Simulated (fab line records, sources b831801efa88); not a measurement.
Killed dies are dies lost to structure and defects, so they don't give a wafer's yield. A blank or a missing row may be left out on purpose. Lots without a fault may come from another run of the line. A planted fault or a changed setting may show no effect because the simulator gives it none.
One fault seen from 2 desks | flow sky130 | each desk has only its own numbers; what lay behind them comes last

THE METROLOGY DESK
What the gauges read, lot by lot, whatever tool the lot ran on: means of the sampled wafers that have a number. A lot is out of limits, marked OUT, if its mean lies more than 4 standard deviations from the usual mean; the brackets give that distance.
Columns: A = cd_nm at SKY_LI_CONTACT_CD_MEAS_12, usual 169.8 nm; B = LI_CONTACT_OVL at SKY_LI_CONTACT_OVL_MEAS_13, usual -2 nm
lot  | first seen here | A     | B
L946 | day 28 17:16    | 170.8 | -4
L950 | day 30 23:49    | 172.2 | 1
L951 | day 31 06:56    | 171.4 | 3
L961 | day 33 23:34    | 170.4 | -6
L962 | day 34 03:42    | 171.2 | 2
L969 | day 36 12:49    | 168.9 | 2
This desk's finding: nothing out of limits on any of the 6 lots.

THE TOOL OWNER'S DESK: pvd_sputter-04
The tool's own readings at SKY_LI_CONTACT_SPUTTER_19 (material Ti, target thk 20 nm, time 106.37 s): means of the sampled wafers that have a number, for each lot that ran on this tool. A lot is out of limits, marked OUT, if its mean lies more than 4 standard deviations from the usual mean; the brackets give that distance.
Columns: A = chamber_pressure_pa at SKY_LI_CONTACT_SPUTTER_19, usual 5.001 Pa; B = throttle_valve_pct at SKY_LI_CONTACT_SPUTTER_19, usual 29.9 %
lot  | first seen here | A               | B
L950 | day 31 00:23    | 6.040 (+94) OUT | 27.7
L951 | day 31 07:29    | 6.042 (+95) OUT | 27.8
L969 | day 36 13:23    | 4.999           | 30.2
This desk's finding: out of limits on L950, L951; first on L950, day 31 00:23 (chamber_pressure_pa at SKY_LI_CONTACT_SPUTTER_19). In limits: L969.

PUT TOGETHER
The tool owner's desk could have raised an alarm at day 31 00:23, on L950, L951.
The metrology desk saw nothing out of limits.
The metrology desk has L950, L951 on record, within its limits.
Of the lots named, all ran SKY_LI_CONTACT_SPUTTER_19 on pvd_sputter-04.

WHAT THE SIMULATOR HAD PUT IN
Process parameter drift: pvd_sputter-04, from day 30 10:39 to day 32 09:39, at SKY_LI_CONTACT_SPUTTER_19. Setting chamber_pressure_pa, moved by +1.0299, from 5. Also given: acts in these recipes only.
Lots struck among those shown: L950, L951.
Hours from the fault's start to each desk's first reading out of limits: the tool owner's desk, 14.
